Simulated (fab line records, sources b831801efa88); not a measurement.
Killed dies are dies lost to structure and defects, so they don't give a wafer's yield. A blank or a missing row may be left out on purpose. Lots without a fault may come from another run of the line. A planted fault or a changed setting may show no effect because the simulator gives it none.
Chamber matching | flow sky130 | SKY_CAPM_CVD_00 on pecvd-01: 3 sister chambers
The step deposits SiO2, target thk 15.5 nm. 16 wafers are shown with their chamber, then 8 later ones without.

WAFERS WITH THEIR CHAMBER
wafer  | chamber | heater_power_w (W)
L074.2 | 0       | 655
L074.3 | 1       | 853
L074.4 | 2       | 763
L076.1 | 2       | 707
L076.2 | 1       | 814
L076.3 | 0       | 635
L080.1 | 2       | 710
L080.3 | 1       | 806
L080.5 | 1       | 804
L081.3 | 2       | 723
L081.4 | 2       | 718
L081.6 | 1       | 800
L082.1 | 2       | 689
L082.4 | 1       | 854
L082.5 | 0       | 549
L084.2 | 0       | 597

SIGNATURES (means of the wafers above)
reading        | chamber 0 | chamber 1 | chamber 2 | scatter within a chamber
heater_power_w | 609.00    | 821.83    | 718.33    | 31.3
Rule: a wafer's distance from a chamber is the root of the sum, over the readings, of the square of ((its reading less the chamber's mean) divided by the reading's scatter). The wafer belongs to the nearest chamber; if the next one is less than 2 further off, it can't be placed. The scatter: the root of (the sum of the squares of (reading less its chamber's mean) over the shown wafers, divided by (wafers less chambers)).

WAFERS WITHOUT THEIR CHAMBER
wafer  | heater_power_w (W)
L084.5 | 573
L084.6 | 784
L095.1 | 566
L095.2 | 864
L095.5 | 548
L096.1 | 833
L096.3 | 633
L096.4 | 862

WHICH CHAMBER EACH WENT THROUGH
wafer  | from the rows above     | in truth
L084.5 | 0                       | 0
L084.6 | can't be placed: 1 or 2 | 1
L095.1 | 0                       | 0
L095.2 | 1                       | 1
L095.5 | 0                       | 0
L096.1 | 1                       | 1
L096.3 | can't be placed: 0 or 2 | 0
L096.4 | 1                       | 1
Placed correctly: 6 of 8. Can't be placed from these rows: 2 (the true chamber is among the candidates in 2). Placed wrongly: 0.
